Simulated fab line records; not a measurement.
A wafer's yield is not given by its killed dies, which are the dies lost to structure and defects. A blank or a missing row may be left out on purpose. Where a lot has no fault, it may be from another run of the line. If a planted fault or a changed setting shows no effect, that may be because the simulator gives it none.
fab line records + flow gf180mcu
record
- lots=5
- wafers=15
- last_day=34
route steps=602 shown M2@372 V2@382
lots untouched by any fault: they come from a run of this same line in which no faults occurred
start_h: the number of hours between the record's first day and the start of the first shown wafer of the lot + wait_h: hours from the lot's prior step to this one + " repeats the value in the row above + L1.1+2: several wafers, shown together as one row + - no value, or no start was given + * or withheld: withheld + < > ~ a bound
route shown NAME@n: names a module that has steps shown in the file, with the first one's number in the route + usual: mean/standard deviation taken from wafers without a fault + same: alike in all rows + chamber/n: place in a boat + sites: per-site readings + _std_site: how widely they spread, as a standard deviation + _edge_site: the outer-site mean with the inner-site mean subtracted + radius_mm: how far each site lies from the wafer's centre + mask NAME#n: copy n + behind: the tool/chamber that last shaped the wafer + hold: reason for holding the lot/hours on hold/outcome of the hold + device: the transistor (n, p or np) that didn't switch + end of line: tests run on the same wafers once the route is complete + a step without rows: its recipe alone + killed: at the first sort, the dies lost to defects and structure; wafer yield is something else + map: a wafer's dies, marking killed ones x, the rest . and places with no die _
set.NAME: setting as actually run; set.NAME@STEP: the setting as run at that earlier step + model.NAME: the simulator's own value behind a step, which no gauge read
lots at some steps of the route; a table a step, a row a wafer
services: when a tool's chamber went out of use (start_h, in hours from the record's first day, below 0 if earlier), for how many hours, and the reason
## steps
# step GF_M2_SOFTBAKE_10
# recipe
- temp_c=130
- time_s=60
- resist=KrF
# step GF_M2_EXPOSE_11
# recipe
- mask_id=Metal2
- target_cd_nm=280
- na=0.68
- source_shape=conventional
- sigma_outer=0.6
- dose_mj=28
# step GF_M2_PEB_12
# recipe
- peb_temp_c=135
- peb_time_s=90
- resist=KrF
# step GF_M2_DEVELOP_13
# recipe
- develop_time_s=60
- dev_temp_c=21
# step GF_M2_CD_MEAS_14
# recipe
- target_cd_nm=280
# usual
- cd_nm=279.7/1.1
| lot.wafer | tool      | chamber | start_h | wait_h | cd_nm |
|-----------|-----------|---------|---------|--------|-------|
| L193.2    | cd_sem-02 | -       | 491.52  | 0.1    | 280.2 |
| L193.3    | "         | -       | "       | "      | 280.4 |
| L193.4    | "         | -       | "       | "      | 280.9 |
| L196.1    | cd_sem-01 | -       | 529.40  | 0.1    | 282.8 |
| L196.4    | "         | -       | "       | "      | 281.1 |
| L196.6    | "         | -       | "       | "      | 281.8 |
| L208.2    | cd_sem-01 | -       | 601.92  | 0.1    | 279.8 |
| L208.4    | "         | -       | "       | "      | 280.1 |
| L208.5    | "         | -       | "       | "      | 279.9 |
| L209.1    | cd_sem-02 | -       | 615.59  | 0.1    | 280.0 |
| L209.2    | "         | -       | "       | "      | 279.6 |
| L209.5    | "         | -       | "       | "      | 280.0 |
| L211.3    | cd_sem-01 | -       | 636.48  | 0.1    | 278.8 |
| L211.4    | "         | -       | "       | "      | 278.0 |
| L211.5    | "         | -       | "       | "      | 277.8 |
# step GF_M2_OVL_MEAS_15
# usual
- M2_OVL=2/4.5
| lot.wafer | tool       | chamber | start_h | wait_h | M2_OVL[nm] |
|-----------|------------|---------|---------|--------|------------|
| L193.2    | overlay-02 | -       | 491.63  | 0.1    | -1         |
| L193.3    | "          | -       | "       | "      | 4          |
| L193.4    | "          | -       | "       | "      | -2         |
| L196.1    | overlay-02 | -       | 529.52  | 0.1    | 2          |
| L196.4    | "          | -       | "       | "      | 2          |
| L196.6    | "          | -       | "       | "      | 4          |
| L208.2    | overlay-01 | -       | 602.03  | 0.1    | 0          |
| L208.4    | "          | -       | "       | "      | 4          |
| L208.5    | "          | -       | "       | "      | 3          |
| L209.1    | overlay-01 | -       | 615.71  | 0.1    | 1          |
| L209.2    | "          | -       | "       | "      | 5          |
| L209.5    | "          | -       | "       | "      | -1         |
| L211.3    | overlay-02 | -       | 636.57  | 0.1    | 2          |
| L211.4    | "          | -       | "       | "      | 1          |
| L211.5    | "          | -       | "       | "      | 8          |
# step GF_M2_METAL_ETCH_16
# recipe
- chemistry=Cl2/BCl3
- mask_material=KrF
- target_depth_nm=750.8
- stop_on=SiO2
- pressure_mtorr=8
- icp_w=800
- bias_w=140
- Cl2_flow_sccm=80
- bcl3_flow_sccm=40
- time_s=125.1
# usual
- drypump_motor_current_A=5.8/0.64
- oes_product_au=0.986/0.007
- throttle_valve_pct=28.234/0.011
| lot.wafer | tool         | chamber | start_h | wait_h | drypump_motor_current_A | oes_product_au | rf_hours_counter_h | throttle_valve_pct |
|-----------|--------------|---------|---------|--------|-------------------------|----------------|--------------------|--------------------|
| L193.2    | rie_metal-04 | 1       | 491.66  | 0.0    | 5.5                     | 0.984          | 8                  | 28.236             |
| L193.3    | "            | 1       | "       | "      | 5.5                     | 0.982          | -                  | 28.235             |
| L193.4    | "            | 0       | "       | "      | 6.4                     | 0.989          | -                  | 28.233             |
| L196.1    | rie_metal-04 | 0       | 529.56  | 0.0    | 6.4                     | 0.976          | 12                 | 28.245             |
| L196.4    | "            | 0       | "       | "      | 6.4                     | 0.967          | -                  | 28.236             |
| L196.6    | "            | 1       | "       | "      | 5.5                     | 0.976          | -                  | 28.239             |
| L208.2    | rie_metal-01 | 1       | 602.06  | 0.0    | 4.8                     | 0.993          | 11                 | 28.242             |
| L208.4    | "            | 1       | "       | "      | 4.7                     | 0.991          | -                  | 28.221             |
| L208.5    | "            | 0       | "       | "      | 6.1                     | 0.994          | -                  | 28.235             |
| L209.1    | rie_metal-04 | 1       | 615.74  | 0.0    | 5.5                     | 0.986          | 12                 | 28.246             |
| L209.2    | "            | 0       | "       | "      | 6.4                     | 0.980          | 14                 | 28.237             |
| L209.5    | "            | 0       | "       | "      | 6.4                     | 0.980          | -                  | 28.221             |
| L211.3    | rie_metal-04 | 0       | 636.63  | 0.1    | 6.4                     | 0.981          | -                  | 28.244             |
| L211.4    | "            | 1       | "       | "      | 5.5                     | 0.983          | -                  | 28.225             |
| L211.5    | "            | 0       | "       | "      | 6.4                     | 0.982          | -                  | 28.256             |
# step GF_M2_STRIP_17
# recipe
- chemistry=O2/N2
- power_w=1400
- pressure_mtorr=1500
- platen_temp_c=250
- o2_flow_sccm=3000
- n2_flow_sccm=300
- overash_fraction=0.5
# usual
- drypump_motor_current_A=5.4/0.48
- heater_power_w=330/56
- oes_product_au=0.539/0.0048
- strip_time_to_endpoint_s=7.43/0.047
| lot.wafer | tool            | chamber | start_h | wait_h | drypump_motor_current_A | heater_power_w | oes_product_au | rf_hours_counter_h | strip_time_to_endpoint_s |
|-----------|-----------------|---------|---------|--------|-------------------------|----------------|----------------|--------------------|--------------------------|
| L193.2    | plasma_asher-03 | 0       | 491.79  | 0.1    | 5.7                     | 453            | 0.542          | 5                  | 7.46                     |
| L193.3    | "               | 0       | "       | "      | 5.7                     | 444            | 0.537          | -                  | 7.46                     |
| L193.4    | "               | 1       | "       | "      | 5.5                     | 314            | 0.543          | -                  | 7.47                     |
| L196.1    | plasma_asher-04 | 1       | 529.69  | 0.1    | 4.8                     | 299            | 0.535          | 77                 | 7.45                     |
| L196.4    | "               | 0       | "       | "      | 6.0                     | 316            | 0.539          | -                  | 7.49                     |
| L196.6    | "               | 1       | "       | "      | 4.8                     | 292            | 0.539          | -                  | 7.44                     |
| L208.2    | plasma_asher-04 | 1       | 602.18  | 0.1    | 4.8                     | 294            | 0.541          | 83                 | 7.42                     |
| L208.4    | "               | 0       | "       | "      | 6.0                     | 301            | 0.543          | -                  | 7.39                     |
| L208.5    | "               | 0       | "       | "      | 6.1                     | 310            | 0.539          | -                  | 7.39                     |
| L209.1    | plasma_asher-04 | 1       | 615.87  | 0.1    | 4.8                     | 293            | 0.542          | 84                 | 7.46                     |
| L209.2    | "               | 0       | "       | "      | 6.1                     | 317            | 0.545          | 84                 | 7.51                     |
| L209.5    | "               | 0       | "       | "      | 6.0                     | 316            | 0.540          | -                  | 7.49                     |
| L211.3    | plasma_asher-03 | 1       | 636.75  | 0.1    | 5.5                     | 321            | 0.544          | -                  | 7.41                     |
| L211.4    | "               | 0       | "       | "      | 5.7                     | 449            | 0.542          | -                  | 7.36                     |
| L211.5    | "               | 0       | "       | "      | 5.7                     | 450            | 0.537          | -                  | 7.43                     |
# step GF_M2_STRIP_18
# recipe
- chemistry=post_etch_residue_remover
- time_s=1200
- temp_c=72.5
# step GF_M2_CLEAN_19
# recipe
- chemistry=DIW
- dry=n2_spin
# step GF_V2_CVD_00
# recipe
- material=SiO2
- target_thk_nm=600
- sigma_open_frac=0.3
- temp_c=400
- time_s=100
- sih4_flow_sccm=60
- pressure_mtorr=6
# step GF_V2_THK_MEAS_01
# recipe
- reads=SiO2_of_V2_CVD_00
# usual
- V2_CVD_00_THK=601/6.4
| lot.wafer | tool          | chamber | start_h | wait_h | V2_CVD_00_THK[nm] |
|-----------|---------------|---------|---------|--------|-------------------|
| L193.2    | film_metro-02 | -       | 492.40  | 0.0    | 599               |
| L193.3    | "             | -       | "       | "      | 607               |
| L193.4    | "             | -       | "       | "      | 598               |
| L196.1    | film_metro-04 | -       | 530.30  | 0.0    | 599               |
| L196.4    | "             | -       | "       | "      | 594               |
| L196.6    | "             | -       | "       | "      | 598               |
| L208.2    | film_metro-04 | -       | 602.81  | 0.0    | 603               |
| L208.4    | "             | -       | "       | "      | 612               |
| L208.5    | "             | -       | "       | "      | 602               |
| L209.1    | film_metro-03 | -       | 616.51  | 0.0    | 595               |
| L209.2    | "             | -       | "       | "      | 600               |
| L209.5    | "             | -       | "       | "      | 597               |
| L211.3    | film_metro-04 | -       | 637.35  | 0.1    | 604               |
| L211.4    | "             | -       | "       | "      | 600               |
| L211.5    | "             | -       | "       | "      | 596               |
# step GF_V2_CVD_02
# recipe
- material=SiO2
- target_thk_nm=850
- precursor=TEOS
- temp_c=400
- time_s=94.851
- rf_w=600
# usual
- heater_power_w=679/87
- susceptor_temp_C=400.01/0.23
| lot.wafer | tool     | chamber | start_h | wait_h | heater_power_w | susceptor_temp_C | model.SiO2_of_V2_CVD_02.thk_nm |
|-----------|----------|---------|---------|--------|----------------|------------------|--------------------------------|
| L193.2    | pecvd-02 | 1       | 492.45  | 0.0    | 860            | 400.30           | 846.9                          |
| L193.3    | "        | 0       | "       | "      | 658            | 400.13           | 846.1                          |
| L193.4    | "        | 2       | "       | "      | 708            | 399.91           | 854.2                          |
| L196.1    | pecvd-04 | 2       | 530.36  | 0.1    | 662            | 400.36           | 1276                           |
| L196.4    | "        | 0       | "       | "      | 635            | 399.74           | 870.1                          |
| L196.6    | "        | 2       | "       | "      | 724            | 400.19           | 868                            |
| L208.2    | pecvd-04 | 1       | 602.86  | 0.0    | 731            | 400.15           | 836.9                          |
| L208.4    | "        | 2       | "       | "      | 710            | 400.11           | 859.7                          |
| L208.5    | "        | 1       | "       | "      | 595            | 399.90           | 852.3                          |
| L209.1    | pecvd-04 | 1       | 616.57  | 0.1    | 756            | 400.14           | 831.7                          |
| L209.2    | "        | 0       | "       | "      | 614            | 399.94           | 837.8                          |
| L209.5    | "        | 2       | "       | "      | 736            | 399.84           | 840.2                          |
| L211.3    | pecvd-04 | 1       | 637.39  | 0.0    | 699            | 400.00           | 842.4                          |
| L211.4    | "        | 1       | "       | "      | 728            | 400.18           | 849                            |
| L211.5    | "        | 2       | "       | "      | 692            | 400.13           | 843.8                          |
# step GF_V2_THK_MEAS_03
# recipe
- reads=SiO2_of_V2_CVD_02
# usual
- V2_CVD_02_THK=849/11
| lot.wafer | tool          | chamber | start_h | wait_h | V2_CVD_02_THK[nm] |
|-----------|---------------|---------|---------|--------|-------------------|
| L193.2    | film_metro-04 | -       | 492.53  | 0.0    | 846               |
| L193.3    | "             | -       | "       | "      | 846               |
| L193.4    | "             | -       | "       | "      | 855               |
| L196.1    | film_metro-02 | -       | 530.43  | 0.0    | 1276              |
| L196.4    | "             | -       | "       | "      | 871               |
| L196.6    | "             | -       | "       | "      | 868               |
| L208.2    | film_metro-03 | -       | 602.94  | 0.0    | 836               |
| L208.4    | "             | -       | "       | "      | 859               |
| L208.5    | "             | -       | "       | "      | 853               |
| L209.1    | film_metro-02 | -       | 616.64  | 0.0    | 832               |
| L209.2    | "             | -       | "       | "      | 837               |
| L209.5    | "             | -       | "       | "      | 840               |
| L211.3    | film_metro-03 | -       | 637.48  | 0.1    | 842               |
| L211.4    | "             | -       | "       | "      | 849               |
| L211.5    | "             | -       | "       | "      | 844               |
# step GF_V2_CMP_04
# recipe
- material=SiO2
- down_force_psi=4
- platen_rpm=60
- pad_velocity_m_s=0.94248
# usual
- motor_current_A=11.7/0.88
- time_to_endpoint_s=80/5.7
| lot.wafer | tool   | chamber | start_h | wait_h | motor_current_A | time_to_endpoint_s |
|-----------|--------|---------|---------|--------|-----------------|--------------------|
| L193.3    | cmp-02 | 0       | 492.63  | 0.1    | 11.9            | 84                 |
| L193.2    | "      | 1       | "       | "      | 12.3            | 87                 |
| L193.4    | "      | 2       | "       | "      | 11.6            | 84                 |
| L196.1    | cmp-01 | 0       | 530.54  | 0.1    | 11.3            | 239                |
| L196.4    | "      | 1       | "       | "      | 10.9            | 97                 |
| L196.6    | "      | 3       | "       | "      | 13.0            | 92                 |
| L208.4    | cmp-02 | 3       | 603.04  | 0.1    | 10.5            | 85                 |
| L208.2    | "      | 0       | "       | "      | 11.7            | 81                 |
| L208.5    | "      | 3       | "       | "      | 10.4            | 80                 |
| L209.2    | cmp-02 | 2       | 616.83  | 0.2    | 12.3            | 74                 |
| L209.1    | "      | 3       | "       | "      | 10.7            | 69                 |
| L209.5    | "      | 2       | "       | "      | 12.6            | 74                 |
| L211.3    | cmp-02 | 1       | 637.52  | 0.0    | 12.7            | 79                 |
| L211.4    | "      | 2       | "       | "      | 12.7            | 78                 |
| L211.5    | "      | 2       | "       | "      | 13.2            | 75                 |
# step GF_V2_BOW_MEAS_05
# recipe
- mode=bow
# usual
- V2_BOW=100/8.5
| lot.wafer | tool          | chamber | start_h | wait_h | V2_BOW[um] |
|-----------|---------------|---------|---------|--------|------------|
| L193.2    | film_metro-03 | -       | 492.90  | 0.2    | 110        |
| L193.3    | "             | -       | "       | "      | 96         |
| L193.4    | "             | -       | "       | "      | 96         |
| L196.1    | film_metro-02 | -       | 530.79  | 0.2    | 88         |
| L196.4    | "             | -       | "       | "      | 91         |
| L196.6    | "             | -       | "       | "      | 91         |
| L208.2    | film_metro-03 | -       | 603.31  | 0.2    | 97         |
| L208.4    | "             | -       | "       | "      | 90         |
| L208.5    | "             | -       | "       | "      | 101        |
| L209.1    | film_metro-03 | -       | 617.08  | 0.1    | 105        |
| L209.2    | "             | -       | "       | "      | 102        |
| L209.5    | "             | -       | "       | "      | 100        |
| L211.3    | film_metro-02 | -       | 637.86  | 0.3    | 92         |
| L211.4    | "             | -       | "       | "      | 99         |
| L211.5    | "             | -       | "       | "      | 91         |
## services
| tool            | chamber | start_h | hours | kind                           |
|-----------------|---------|---------|-------|--------------------------------|
| plasma_asher-03 | -       | 473.02  | 6.1   | repair                         |
| rie_metal-04    | 1       | 482.71  | 4.0   | repair                         |
| pecvd-02        | 1       | 498.41  | 1.8   | repair                         |
| pecvd-02        | 0       | 499.57  | 8.2   | repair                         |
| pecvd-02        | 1       | 502.77  | 3.1   | repair                         |
| plasma_asher-04 | -       | 504.51  | 0.4   | repair                         |
| rie_metal-04    | -       | 507.49  | 0.4   | repair                         |
| cmp-02          | -       | 519.18  | 3.3   | repair                         |
| cmp-01          | -       | 527.03  | 1.0   | repair                         |
| pecvd-02        | 1       | 543.44  | 8.2   | repair                         |
| cmp-02          | -       | 561.06  | 11.1  | pm                             |
| plasma_asher-04 | -       | 570.76  | 14.6  | pm                             |
| cmp-02          | -       | 572.69  | 4.0   | pm                             |
| cmp-02          | -       | 576.69  | -     | consumable_replace:conditioner |
| pecvd-04        | 1       | 584.05  | 9.6   | repair                         |
| cmp-02          | -       | 589.84  | 4.5   | pm                             |
| plasma_asher-04 | -       | 590.90  | 0.4   | repair                         |
| rie_metal-04    | -       | 600.18  | 2.1   | repair                         |
| rie_metal-04    | -       | 605.50  | 2.8   | pm                             |
| plasma_asher-04 | -       | 609.92  | 2.2   | repair                         |
| cmp-01          | -       | 620.22  | 0.8   | repair                         |
| cmp-01          | -       | 627.69  | 1.4   | repair                         |
| rie_metal-04    | -       | 627.80  | 1.8   | repair                         |
| pecvd-04        | -       | 631.64  | 5.5   | pm                             |
## key
first_sign
- step=GF_V2_THK_MEAS_03
- reading=V2_CVD_02_THK
- direction=up
- sigmas=38
- usual=849
- struck=1276
effect
- step=GF_V2_CMP_04
- reading=time_to_endpoint_s
- direction=up
- sigmas=28
- usual=*
- struck=*
model_effect
- step=GF_V2_CVD_02
- value=SiO2_of_V2_CVD_02.thk_nm
- without=847.5
- struck=1276
met_at GF_V2_CVD_02
struck_wafers L196.1
fault
- kind=process_parameter_drift
- tool=pecvd-04
- chamber=-
- onset_h=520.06
- steps=GF_V2_CVD_02
- channel=target_thk_nm
- offset=431.92
- shape=step
- end_h=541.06
- scope=struck_wafers_only
- acts_in=these_recipes_only
- stated=850
